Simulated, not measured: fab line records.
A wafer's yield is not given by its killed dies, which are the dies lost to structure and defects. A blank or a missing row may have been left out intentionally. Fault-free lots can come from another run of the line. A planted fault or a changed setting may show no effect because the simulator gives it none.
Comparing a struck lot with a sound one || flow sky130 || 14 steps out of a route of 708
Sound: the wafers L399.1, L399.4, L399.5. Wafers L410.3, L410.4, L410.5 were the ones struck. The cause is given at the end.
For every step that has rows: the tool of each side, followed by ch and its chambers, followed by its first start. Under that, the readings that differ: sound wafers || struck wafers || difference of the means || sigmas: that difference in standard deviations of wafers without a fault.
alike: readings with means less than 2 such deviations apart, plus words and numbers identical on both sides. not compared: withheld readings, readings lacking a value on some wafer, bounds such as >300 that could conceal the same value, and numbers that have no deviation in the record and whose values overlap.
Wherever a step has rows on one side only, a row that says differs or no value, or a row with sigmas, the two part there. Numbers that don't overlap but have no deviation are shown without sigmas and don't part them. Lack of a reading on every wafer of one side parts them only where that side has two or more wafers.

SKY_CONTACT_STRIP_19: strips in O2/N2.
  sound on plasma_asher-02 ch 0,1, day 32 23:41; struck on plasma_asher-03 ch 0,1, day 35 12:01
  alike: drypump_motor_current_A, n2_flow_sccm, oes_product_au, strip_time_to_endpoint_s
  not compared: rf_hours_counter_h
then, 3 steps without rows for these wafers: SKY_CONTACT_STRIP_20 (strips in post etch residue remover, time 1200 s); SKY_CONTACT_CLEAN_21 (cleans in IPA, time 180 s); SKY_CONTACT_CLEAN_22 (cleans in O3/DIW).
SKY_CONTACT_SPUTTER_23: material TiN, target thk 20 nm, time 80 s.
  sound on pvd_sputter-01, day 33 00:17; struck on pvd_sputter-01, day 35 12:35
  alike: cathode_dc_power_W, chamber_pressure_pa, throttle_valve_pct
SKY_CONTACT_CVD_24: deposits W, target thk 340 nm, time 102.12 s.
  sound on cvd_w-01 ch 0,1, day 33 00:20; struck on cvd_w-01 ch 0,1, day 35 12:40
  alike: heater_power_w
SKY_CONTACT_RS_MEAS_25: measures by four-point-probe.
  sound on film_metro-02, day 33 00:27; struck on film_metro-04, day 35 12:47
  alike: CONTACT_W_RS
SKY_CONTACT_THK_MEAS_26: measures by xrf.
  sound on film_metro-02, day 33 00:34; struck on film_metro-04, day 35 12:53
  alike: CONTACT_W_THK
then, 1 step without rows for these wafers: SKY_CONTACT_CMP_27 (polishes, stops on SiO2, t overpolish 15 s, target thk 0 nm).
SKY_METAL1_SPUTTER_00: material Ti, target thk 15 nm, time 10 s.
  sound on pvd_sputter-04, day 33 00:56; struck on pvd_sputter-03, day 35 13:14
  alike: cathode_dc_power_W, chamber_pressure_pa, throttle_valve_pct
SKY_METAL1_SPUTTER_01: material TiN, target thk 20 nm, time 16.7 s.
  sound on pvd_sputter-04, day 33 00:57; struck on pvd_sputter-03, day 35 13:15
  alike: cathode_dc_power_W, chamber_pressure_pa, throttle_valve_pct
then, 1 step without rows for these wafers: SKY_METAL1_SPUTTER_02 (material AlCu, target thk 250 nm, time 13.3 s).
SKY_METAL1_SPUTTER_03: material Ti, target thk 5 nm, time 3.3 s.
  sound on pvd_sputter-04, day 33 01:00; struck on pvd_sputter-03, day 35 13:18
  no value came back on the struck wafers for cathode_dc_power_W (W), chamber_pressure_pa (Pa), throttle_valve_pct (%); on the sound wafers cathode_dc_power_W (W) reads 2999.6 2999.5 3000.1
then, 1 step without rows for these wafers: SKY_METAL1_SPUTTER_04 (material TiN, target thk 70 nm, time 58.3 s).

WHERE THEY PART
SKY_METAL1_SPUTTER_03 only, going by this record.

WHY: the cause the simulator had injected
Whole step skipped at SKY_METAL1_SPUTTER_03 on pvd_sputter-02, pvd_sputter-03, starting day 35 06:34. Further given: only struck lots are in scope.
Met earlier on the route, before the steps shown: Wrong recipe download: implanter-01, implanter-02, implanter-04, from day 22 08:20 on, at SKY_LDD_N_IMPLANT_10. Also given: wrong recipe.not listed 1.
